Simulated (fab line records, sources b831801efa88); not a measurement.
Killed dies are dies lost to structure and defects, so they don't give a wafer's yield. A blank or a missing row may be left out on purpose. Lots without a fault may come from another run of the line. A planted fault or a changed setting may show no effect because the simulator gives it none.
fab line records | flow sky130
record lots=15 wafers=45 last_day=49
route steps=708 shown POLY_GATE@234 LOCAL_INTERCONNECT@398
lots that met no fault: from a run of the same line without faults
start_h: hours from the record's first day to the start of the lot's first wafer shown | wait_h: hours since the lot's step before | " the same as in the row above | L1.1+2: a row that stands for several wafers | - no value, or no start given | * or withheld: withheld | < > ~ a bound
route shown NAME@n: a module of which the file shows steps, and the number in the route of the first | usual: mean/standard deviation of fault-free wafers | same: alike in all rows | chamber/n: place in a boat | sites: the reading at each site | _std_site: their standard deviation | _edge_site: outer sites' mean less inner sites' | radius_mm: how far each site lies from the wafer's centre | mask NAME#n: copy n | behind: the tool/chamber that last shaped the wafer | hold: why the lot was held/for how many hours/how that ended | device: the transistor (n, p or np) that didn't switch | end of line: the same wafers' tests at the end of the route | a step without rows: its recipe alone | killed: dies lost to structure and defects at the first sort, not the wafer's yield | map: a wafer's dies, x killed, . not, _ none there
set.NAME: the setting as run; set.NAME@STEP: as run at that earlier step | model.NAME: the simulator's own value behind a step, which no gauge read
steps of the route over a sample of lots; a table a step, a row a wafer
services: from which hour (start_h, from the record's first day; less than 0 if before it) a tool's chamber was out of use, for how many hours, and why
## steps
# step SKY_POLY_GATE_OXIDATION_20
# recipe temp_c=850 ambient=O2 stabilise_s=600 purge_s=300 target_thk_a=40 ox_time_s=899
# usual ox_temp_c=850.0/0.41 ox_temp_c_max=854.9/1.3 spike_tc_top_C=861/3.5 zone_power_top_pct=30.9/2.7 zone_power_upper_pct=15.7/0.96
# columns lot.wafer tool chamber start_h wait_h ox_temp_c ox_temp_c_max spike_tc_top_C zone_power_top_pct zone_power_upper_pct
L808.1 furnace-02 0 367.94 1.4 850.7 856.9 858 34.0 14.8
L808.4 " 0 " " 850.3 856.2 858 33.7 14.9
L808.5 " 0 " " 850.9 855.6 858 34.0 14.6
L809.1 furnace-01 0 384.63 0.0 850.2 854.1 863 28.5 16.5
L809.3 " 0 " " 850.0 853.5 867 28.4 16.5
L809.4 " 0 " " 850.1 854.3 865 29.1 16.7
L810.1 furnace-02 0 389.09 0.6 850.3 856.7 856 33.7 14.3
L810.3 " 0 " " 850.3 854.6 860 33.4 14.7
L810.6 " 0 " " 849.8 854.8 858 34.0 14.7
L811.1 furnace-01 0 418.12 0.0 850.5 855.3 863 28.6 16.7
L811.2 " 0 " " 849.6 853.2 865 28.2 16.5
L811.6 " 0 " " 849.5 853.2 864 28.1 16.5
L814.1 furnace-01 0 430.95 2.2 850.4 854.9 866 28.6 16.5
L814.3 " 0 " " 850.0 853.7 864 28.1 16.6
L814.4 " 0 " " 850.4 854.3 864 28.3 16.8
L815.1 furnace-02 0 436.43 3.0 851.0 857.1 857 33.3 14.7
L815.4 " 0 " " 850.6 857.0 858 33.1 14.8
L815.6 " 0 " " 850.2 855.0 858 33.7 14.7
L816.2 furnace-01 0 443.27 1.3 850.4 854.1 865 28.3 16.3
L816.3 " 0 " " 850.2 854.1 863 28.2 16.8
L816.5 " 0 " " 850.7 854.6 864 28.6 16.4
L817.1 furnace-02 0 451.17 0.0 850.0 854.9 858 33.9 14.7
L817.3 " 0 " " 850.3 856.3 858 33.9 14.5
L817.5 " 0 " " 850.2 855.2 856 33.7 14.9
L818.1 furnace-01 0 460.58 0.0 849.9 853.2 865 28.4 16.3
L818.2 " 0 " " 849.5 853.6 865 28.2 16.3
L818.6 " 0 " " 849.8 852.9 864 28.4 16.5
L819.3 furnace-02 0 475.43 0.0 849.8 854.0 858 33.4 14.8
L819.4 " 0 " " 850.7 856.8 857 33.9 14.5
L819.5 " 0 " " 849.9 856.3 859 33.9 14.5
L821.1 furnace-01 0 487.77 0.0 850.3 854.9 863 28.6 16.9
L821.3 " 0 " " 850.7 854.9 865 28.6 16.6
L821.6 " 0 " " 850.2 854.1 864 28.2 16.6
L822.1 furnace-01 - 492.37 0.0 - - - - -
L822.3 " - " " - - - - -
L822.6 " - " " - - - - -
L823.1 furnace-01 - 505.38 0.7 - - - - -
L823.3 " - " " - - - - -
L823.5 " - " " - - - - -
L824.1 furnace-01 - 512.40 1.3 - - - - -
L824.2 " - " " - - - - -
L824.5 " - " " - - - - -
L826.1 furnace-01 0 522.52 0.0 850.0 853.5 866 28.3 16.6
L826.2 " 0 " " 849.8 853.8 866 28.2 16.6
L826.5 " 0 " " 850.5 853.7 865 28.1 16.6
# step SKY_LOCAL_INTERCONNECT_CD_MEAS_11
# recipe target_cd_nm=170
# usual cd_nm=170.1/1.4
# columns lot.wafer tool chamber start_h wait_h cd_nm
L808.1 cd_sem-01 - 700.82 - 167.8
L808.4 " - " " 167.6
L808.5 " - " " 169.4
L809.1 cd_sem-01 - 717.91 - 171.1
L809.3 " - " " 170.5
L809.4 " - " " 171.4
L810.1 cd_sem-01 - 724.42 - 167.2
L810.3 " - " " 166.0
L810.6 " - " " 167.3
L811.1 cd_sem-01 - 750.07 - 168.8
L811.2 " - " " 169.0
L811.6 " - " " 168.9
L814.1 cd_sem-01 - 761.16 - 173.4
L814.3 " - " " 171.4
L814.4 " - " " 172.5
L815.1 cd_sem-01 - 765.61 - 168.5
L815.4 " - " " 169.8
L815.6 " - " " 168.2
L816.2 cd_sem-01 - 771.13 - 168.2
L816.3 " - " " 170.0
L816.5 " - " " 169.5
L817.1 cd_sem-02 - 777.97 - 169.3
L817.3 " - " " 170.3
L817.5 " - " " 171.0
L818.1 cd_sem-01 - 786.61 - 171.9
L818.2 " - " " 171.5
L818.6 " - " " 171.7
L819.3 cd_sem-02 - 797.50 - 171.1
L819.4 " - " " 170.1
L819.5 " - " " 169.3
L821.1 cd_sem-01 - 810.72 - 172.5
L821.3 " - " " 171.2
L821.6 " - " " 170.9
L826.1 cd_sem-01 - 841.06 - 168.4
L826.2 " - " " 170.5
L826.5 " - " " 170.8
# step SKY_LOCAL_INTERCONNECT_OVL_MEAS_12
# usual LOCAL_INTERCONNECT_OVL=-3/5.9
# columns lot.wafer tool chamber start_h wait_h LOCAL_INTERCONNECT_OVL[nm]
L808.1 overlay-02 - 700.94 0.1 4
L808.4 " - " " 2
L808.5 " - " " 0
L809.1 overlay-02 - 718.03 0.1 -8
L809.3 " - " " 0
L809.4 " - " " 0
L810.1 overlay-02 - 724.54 0.1 -6
L810.3 " - " " 0
L810.6 " - " " 2
L811.1 overlay-02 - 750.19 0.1 -6
L811.2 " - " " -2
L811.6 " - " " 0
L814.1 overlay-02 - 761.28 0.1 -9
L814.3 " - " " -4
L814.4 " - " " -1
L815.1 overlay-01 - 765.73 0.1 -8
L815.4 " - " " -11
L815.6 " - " " -12
L816.2 overlay-02 - 771.23 0.1 -6
L816.3 " - " " -5
L816.5 " - " " -1
L817.1 overlay-02 - 778.09 0.1 -11
L817.3 " - " " -10
L817.5 " - " " -10
L818.1 overlay-02 - 786.73 0.1 3
L818.2 " - " " 5
L818.6 " - " " -3
L819.3 overlay-02 - 797.59 0.1 -5
L819.4 " - " " -1
L819.5 " - " " -9
L821.1 overlay-01 - 810.84 0.1 -6
L821.3 " - " " 6
L821.6 " - " " -6
L826.1 overlay-02 - 841.18 0.1 1
L826.2 " - " " -4
L826.5 " - " " -1
# step SKY_LOCAL_INTERCONNECT_ETCH_13
# recipe chemistry=N2/H2 target=BARC ion_energy_ev=200 bias_w=100 pressure_mtorr=30 n2_flow_sccm=100 h2_flow_sccm=200 icp_w=500 stop_on=SiO2 time_s=45.9 target_depth_a=600
# usual drypump_motor_current_A=5.5/0.35 oes_product_au=0.855/0.0043 throttle_valve_pct=13.225/0.0087
# columns lot.wafer tool chamber start_h wait_h drypump_motor_current_A oes_product_au rf_hours_counter_h throttle_valve_pct
L808.1 rie_metal-01 1 700.98 0.0 5.0 0.857 6 13.218
L808.4 " 0 " " 6.0 0.848 - 13.228
L808.5 " 0 " " 6.0 0.855 - 13.229
L809.1 rie_metal-03 1 718.06 0.0 5.7 0.853 10 13.223
L809.3 " 1 " " 5.7 0.849 - 13.229
L809.4 " 1 " " 5.7 0.849 - 13.222
L810.1 rie_metal-03 1 724.58 0.0 5.7 0.864 10 13.216
L810.3 " 1 " " 5.7 0.850 - 13.222
L810.6 " 1 " " 5.7 0.853 - 13.217
L811.1 rie_metal-01 1 750.23 0.0 5.0 0.853 8 13.217
L811.2 " 0 " " 6.0 0.862 11 13.224
L811.6 " 0 " " 6.0 0.845 - 13.226
L814.1 rie_metal-03 0 761.31 0.0 5.4 0.842 1 13.237
L814.3 " 0 " " 5.4 0.852 - 13.229
L814.4 " 1 " " 5.7 0.852 - 13.229
L815.1 rie_metal-01 1 765.76 0.0 5.0 0.856 8 13.236
L815.4 " 0 " " 6.0 0.854 - 13.229
L815.6 " 0 " " 6.0 0.865 - 13.237
L816.2 rie_metal-01 0 771.26 0.0 5.9 0.851 11 13.232
L816.3 " 1 " " 5.0 0.853 - 13.229
L816.5 " 1 " " 5.0 0.855 - 13.239
L817.1 rie_metal-01 0 778.13 0.0 6.0 0.850 11 13.226
L817.3 " 1 " " 5.0 0.861 - 13.223
L817.5 " 0 " " 6.0 0.858 - 13.232
L818.1 rie_metal-03 0 786.76 0.0 5.4 0.858 2 13.210
L818.2 " 1 " " 5.8 0.854 12 13.231
L818.6 " 1 " " 5.8 0.858 - 13.230
L819.3 rie_metal-02 1 797.63 0.0 5.9 0.855 - 13.221
L819.4 " 0 " " 5.3 0.854 - 13.230
L819.5 " 1 " " 5.9 0.849 - 13.231
L821.1 rie_metal-03 1 810.88 0.0 5.7 0.860 13 13.212
L821.3 " 1 " " 5.7 0.863 - 13.228
L821.6 " 0 " " 5.4 0.853 - 13.235
L826.1 rie_metal-03 0 841.21 0.0 5.4 0.858 4 13.219
L826.2 " 0 " " 5.4 0.857 - 13.210
L826.5 " 0 " " 5.4 0.860 - 13.234
## services
# columns tool chamber start_h hours kind
furnace-02 - 425.59 2.8 pm
rie_metal-01 - 427.96 0.1 repair
furnace-01 - 433.71 4.0 pm
rie_metal-01 - 441.65 1.0 repair
furnace-01 - 446.06 3.8 pm
rie_metal-03 0 446.87 1.1 repair
rie_metal-02 - 508.08 1.2 repair
furnace-01 - 529.63 4.0 repair
rie_metal-02 0 568.36 22.5 repair
rie_metal-02 1 569.86 4.4 repair
furnace-02 - 593.07 3.8 pm
furnace-01 - 601.66 3.8 pm
rie_metal-02 - 681.79 0.8 repair
rie_metal-03 - 690.21 2.8 pm
furnace-02 - 700.77 3.7 pm
rie_metal-03 - 703.11 14.6 pm
rie_metal-03 - 728.13 1.4 pm
furnace-01 - 729.16 2.7 pm
rie_metal-01 - 745.47 2.8 pm
rie_metal-01 - 750.60 14.6 pm
furnace-02 - 762.04 3.7 pm
furnace-01 - 770.72 3.0 pm
rie_metal-03 - 777.08 0.6 repair
rie_metal-01 1 792.16 46.6 repair
## key
first_sign step=SKY_POLY_GATE_OXIDATION_20 reading=tool_record direction=missing
effect none on later readings
met_at SKY_POLY_GATE_OXIDATION_20
struck_lots L822,L823,L824
later_rows_left_out L822.1,L822.3,L822.6,L823.1,L823.3,L823.5,L824.1,L824.2,L824.5
sort_left_out L822.1,L822.3,L822.6,L823.1,L823.3,L823.5,L824.1,L824.2,L824.5
tester_left_out L822,L823,L824
not_acting_at SKY_LOCAL_INTERCONNECT_CD_MEAS_11,SKY_LOCAL_INTERCONNECT_OVL_MEAS_12,SKY_LOCAL_INTERCONNECT_ETCH_13
onset_between 487.77 492.37
fault kind=skipped_step_whole tool=furnace-01 chamber=- onset_h=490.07 steps=SKY_POLY_GATE_OXIDATION_20 scope=struck_lots_only
# tester_left_out: of these lots the tester's yield and bins aren't shown, on N5 and GAA mostly nor the transistor test; their killed dies are dies lost to structure and defects alone, not to doping, threshold or leakage, so they don't give the yield
# sort_left_out: the simulated sort isn't trusted on such a fault, so these wafers' sort isn't shown, and their yield isn't known
# later_rows_left_out: the simulator's readings of these wafers behind a module that went badly wrong aren't trusted and aren't shown, but for the sort
